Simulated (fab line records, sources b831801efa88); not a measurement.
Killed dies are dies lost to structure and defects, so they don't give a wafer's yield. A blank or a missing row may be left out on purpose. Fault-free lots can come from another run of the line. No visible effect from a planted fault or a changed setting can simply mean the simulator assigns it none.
The tool behind it: which one? + flow sfq-line + 14 lots with 42 wafers sampled at 4 steps, on a route of 325 steps

## WHAT THE GAUGES SHOWED, per wafer
The record holds no reading of a measuring or inspecting step that can be judged against a usual standard deviation.

## WHAT TOOL EACH LOT RAN ON (gives the tool, then ch and the chambers of the sampled wafers, and finally the start)
| lot  | SFQ_TRILAYER_L0_STRIP_STRIP_009  | SFQ_TRILAYER_I0_DEP_PECVD_027   | SFQ_TRILAYER_I0_VIA_STRIP_STRIP_035 | SFQ_TRILAYER_M1_ETCH_METAL_ETCH_042 |
|------|----------------------------------|---------------------------------|-------------------------------------|-------------------------------------|
| L243 | rie-metal-02 ch 0,1, day 5 01:41 | pecvd-03 ch 0, day 13 07:32     | rie-metal-02 ch 0,1, day 19 02:47   | rie-metal-03 ch 1, day 25 23:09     |
| L245 | rie-metal-02 ch 0,1, day 5 10:17 | pecvd-04 ch 0,1, day 13 19:43   | rie-metal-02 ch 0,1, day 20 02:11   | rie-metal-03 ch 0,1, day 26 14:47   |
| L246 | rie-metal-03 ch 0,1, day 5 17:17 | pecvd-04 ch 0,1, day 14 05:08   | rie-metal-01 ch 1, day 20 11:35     | rie-metal-02 ch 0,1, day 26 23:09   |
| L247 | rie-metal-03 ch 0,1, day 5 23:17 | pecvd-02 ch 0,2, day 14 11:40   | rie-metal-02 ch 0,1, day 20 18:47   | rie-metal-04 ch 0,1, day 27 02:45   |
| L248 | rie-metal-03 ch 0,1, day 6 07:42 | pecvd-03 ch 0,1,2, day 14 22:17 | rie-metal-02 ch 0,1, day 21 06:53   | rie-metal-02 ch 0,1, day 27 12:21   |
| L250 | rie-metal-03 ch 0,1, day 6 12:30 | pecvd-03 ch 1,2, day 15 05:04   | rie-metal-04 ch 0,1, day 21 14:05   | rie-metal-02 ch 1, day 27 18:21     |
| L251 | rie-metal-03 ch 0,1, day 6 17:18 | pecvd-02 ch 0,1,2, day 15 07:53 | rie-metal-04 ch 0,1, day 21 18:53   | rie-metal-04 ch 0,1, day 28 00:29   |
| L252 | rie-metal-04 ch 1, day 7 00:30   | pecvd-02 ch 0,2, day 15 16:17   | rie-metal-04 ch 0,1, day 22 04:29   | rie-metal-04 ch 0,1, day 28 05:17   |
| L253 | rie-metal-04 ch 0,1, day 7 07:30 | pecvd-04 ch 0,1, day 16 03:20   | rie-metal-01 ch 0,1, day 22 16:17   | rie-metal-02 ch 0,1, day 28 14:41   |
| L255 | rie-metal-03 ch 0,1, day 7 17:06 | pecvd-03 ch 0,1, day 17 05:17   | rie-metal-01 ch 0,1, day 23 21:05   | rie-metal-04 ch 0,1, day 29 13:29   |
| L256 | rie-metal-02 ch 0,1, day 7 23:18 | pecvd-02 ch 0,1,2, day 18 00:02 | rie-metal-04 ch 1, day 24 18:38     | rie-metal-02 ch 0,1, day 30 08:34   |
| L257 | rie-metal-02 ch 0,1, day 8 05:06 | pecvd-03 ch 0,2, day 18 11:34   | rie-metal-04 ch 0,1, day 25 14:38   | rie-metal-02 ch 0,1, day 30 20:51   |
| L258 | rie-metal-04 ch 0,1, day 8 11:06 | pecvd-04 ch 0,2, day 18 20:23   | rie-metal-04 ch 0,1, day 25 17:15   | rie-metal-04 ch 0,1, day 30 22:03   |
| L259 | rie-metal-04 ch 0,1, day 8 19:30 | pecvd-04 ch 1,2, day 19 04:48   | rie-metal-04 ch 0,1, day 26 02:51   | rie-metal-02 ch 0,1, day 31 06:27   |
- SFQ_TRILAYER_L0_STRIP_STRIP_009: strips in O2.
- SFQ_TRILAYER_I0_DEP_PECVD_027: deposits SiO2 from SiH4/N2O, time 111.11 s, target thk 500 nm.
- SFQ_TRILAYER_I0_VIA_STRIP_STRIP_035: strips in O2.
- SFQ_TRILAYER_M1_ETCH_METAL_ETCH_042: etches Nb in Cl2/Ar, stops on SiO2, target depth 240 nm, time 120 s.

## WHAT THE TOOLS THEMSELVES READ (means of the sampled wafers that have a number; where no wafer has one, the mark that the record gives instead)
SFQ_TRILAYER_L0_STRIP_STRIP_009. Usual: drypump-motor-current-A 5.9 A, standard deviation 0.39; oes-product-au 1.001 a.u., standard deviation 0.0086.
| lot  | tool         | drypump-motor-current-A (A) | oes-product-au (a.u.) | flag |
|------|--------------|-----------------------------|-----------------------|------|
| L243 | rie-metal-02 | 5.9                         | 1.008                 |      |
| L245 | rie-metal-02 | 6.2                         | 1.003                 |      |
| L246 | rie-metal-03 | 5.9                         | 1.004                 |      |
| L247 | rie-metal-03 | 5.9                         | 1.006                 |      |
| L248 | rie-metal-03 | 5.8                         | 1.003                 |      |
| L250 | rie-metal-03 | 5.9                         | 1.003                 |      |
| L251 | rie-metal-03 | 5.8                         | 1.004                 |      |
| L252 | rie-metal-04 | 5.3                         | 1.006                 |      |
| L253 | rie-metal-04 | 5.7                         | 0.996                 |      |
| L255 | rie-metal-03 | 5.9                         | 1.000                 |      |
| L256 | rie-metal-02 | 6.2                         | 0.991                 |      |
| L257 | rie-metal-02 | 5.9                         | 0.998                 |      |
| L258 | rie-metal-04 | 5.7                         | 0.993                 |      |
| L259 | rie-metal-04 | 5.7                         | 0.997                 |      |

SFQ_TRILAYER_I0_DEP_PECVD_027. Usual: heater-power-w 82 W, standard deviation 19; throttle-valve-pct 24.2 %, standard deviation 1.2.
| lot  | tool     | heater-power-w (W) | throttle-valve-pct (%) | flag |
|------|----------|--------------------|------------------------|------|
| L243 | pecvd-03 | 62                 | 24.2                   |      |
| L245 | pecvd-04 | 85                 | 22.6                   |      |
| L246 | pecvd-04 | 77                 | 23.1                   |      |
| L247 | pecvd-02 | 91                 | 25.4                   |      |
| L248 | pecvd-03 | 81                 | 24.0                   |      |
| L250 | pecvd-03 | 90                 | 24.0                   |      |
| L251 | pecvd-02 | 86                 | 25.8                   |      |
| L252 | pecvd-02 | 59                 | 25.8                   |      |
| L253 | pecvd-04 | 82                 | 23.3                   |      |
| L255 | pecvd-03 | 73                 | 24.4                   |      |
| L256 | pecvd-02 | 85                 | 25.8                   |      |
| L257 | pecvd-03 | 84                 | 23.9                   |      |
| L258 | pecvd-04 | 85                 | 23.0                   |      |
| L259 | pecvd-04 | 81                 | 23.4                   |      |

SFQ_TRILAYER_I0_VIA_STRIP_STRIP_035. Usual: drypump-motor-current-A 5.8 A, standard deviation 0.35; oes-product-au 0.995 a.u., standard deviation 0.0078.
| lot  | tool         | drypump-motor-current-A (A) | oes-product-au (a.u.) | flag |
|------|--------------|-----------------------------|-----------------------|------|
| L243 | rie-metal-02 | 5.9                         | 0.992                 |      |
| L245 | rie-metal-02 | 5.9                         | 0.990                 |      |
| L246 | rie-metal-01 | 6.0                         | 0.994                 |      |
| L247 | rie-metal-02 | 5.9                         | 1.000                 |      |
| L248 | rie-metal-02 | 5.9                         | 1.005                 |      |
| L250 | rie-metal-04 | 5.5                         | 0.986                 |      |
| L251 | rie-metal-04 | 5.7                         | 0.996                 |      |
| L252 | rie-metal-04 | 5.7                         | 0.997                 |      |
| L253 | rie-metal-01 | 5.8                         | 0.995                 |      |
| L255 | rie-metal-01 | 5.9                         | 0.990                 |      |
| L256 | rie-metal-04 | 5.3                         | 0.991                 |      |
| L257 | rie-metal-04 | 5.5                         | 0.996                 |      |
| L258 | rie-metal-04 | 5.7                         | 1.002                 |      |
| L259 | rie-metal-04 | 5.5                         | 0.996                 |      |

SFQ_TRILAYER_M1_ETCH_METAL_ETCH_042. Usual: drypump-motor-current-A 5.8 A, standard deviation 0.38; oes-product-au 0.891 a.u., standard deviation 0.0072; run-length-s 148.1 s, standard deviation 0.45.
| lot  | tool         | drypump-motor-current-A (A) | oes-product-au (a.u.) | run-length-s (s) | flag |
|------|--------------|-----------------------------|-----------------------|------------------|------|
| L243 | rie-metal-03 | 6.1                         | 0.881                 | 147.9            |      |
| L245 | rie-metal-03 | 6.0                         | 0.896                 | 148.0            |      |
| L246 | rie-metal-02 | 6.2                         | 0.898                 | 148.0            |      |
| L247 | rie-metal-04 | 5.7                         | 0.892                 | 148.7            |      |
| L248 | rie-metal-02 | 6.2                         | 0.879                 | 148.0            |      |
| L250 | rie-metal-02 | 6.5                         | 0.888                 | 147.8            |      |
| L251 | rie-metal-04 | 5.6                         | 0.896                 | 148.2            |      |
| L252 | rie-metal-04 | 5.6                         | 0.887                 | 148.4            |      |
| L253 | rie-metal-02 | 6.2                         | 0.891                 | 147.8            |      |
| L255 | rie-metal-04 | 5.7                         | 0.897                 | 148.5            |      |
| L256 | rie-metal-02 | 5.9                         | 0.896                 | 148.0            |      |
| L257 | rie-metal-02 | 5.9                         | 0.873                 | 153.4            | OFF  |
| L258 | rie-metal-04 | 5.7                         | 0.904                 | 148.6            |      |
| L259 | rie-metal-02 | 5.9                         | 0.868                 | 153.7            | OFF  |

## THE ANSWER, worked out from the rows above alone
Rule: a lot is off if the mean of its wafers that have a number lies more than 3 standard deviations from the usual mean. Also off: a lot with no number at a reading for which 4 or more lots have one. Any other lot the step has rows for is counted as sound. Order of review: gauges by route order, followed by the tools' own readings, for which a lot's mean as printed above is used. At the first step where some lot is off, the reading lying furthest off is the one used; lots without a number count as furthest.
Off: L257, L259, at SFQ_TRILAYER_M1_ETCH_METAL_ETCH_042 (run-length-s).
A tool fits if, at that step or a process step before it, it ran every lot that is off, and no sound lot after the first of them. One candidate fits, namely rie-metal-02 at SFQ_TRILAYER_M1_ETCH_METAL_ETCH_042. A fault onset in the window from L256 (day 30 08:34, its last sound lot) to L257 (day 30 20:51, its first lot off) fits.
On the lots that are off, the tool's own readings at SFQ_TRILAYER_M1_ETCH_METAL_ETCH_042 differ by more than 5 times the standard deviation of the sound lots' means, which bears it out; run-length-s reads 153.6 s there versus 148.2 s on the sound lots.

## WHAT THE SIMULATOR HAD PUT IN
rie-metal-02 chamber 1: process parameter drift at SFQ_TRILAYER_M1_ETCH_METAL_ETCH_042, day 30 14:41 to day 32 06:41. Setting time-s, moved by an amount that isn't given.
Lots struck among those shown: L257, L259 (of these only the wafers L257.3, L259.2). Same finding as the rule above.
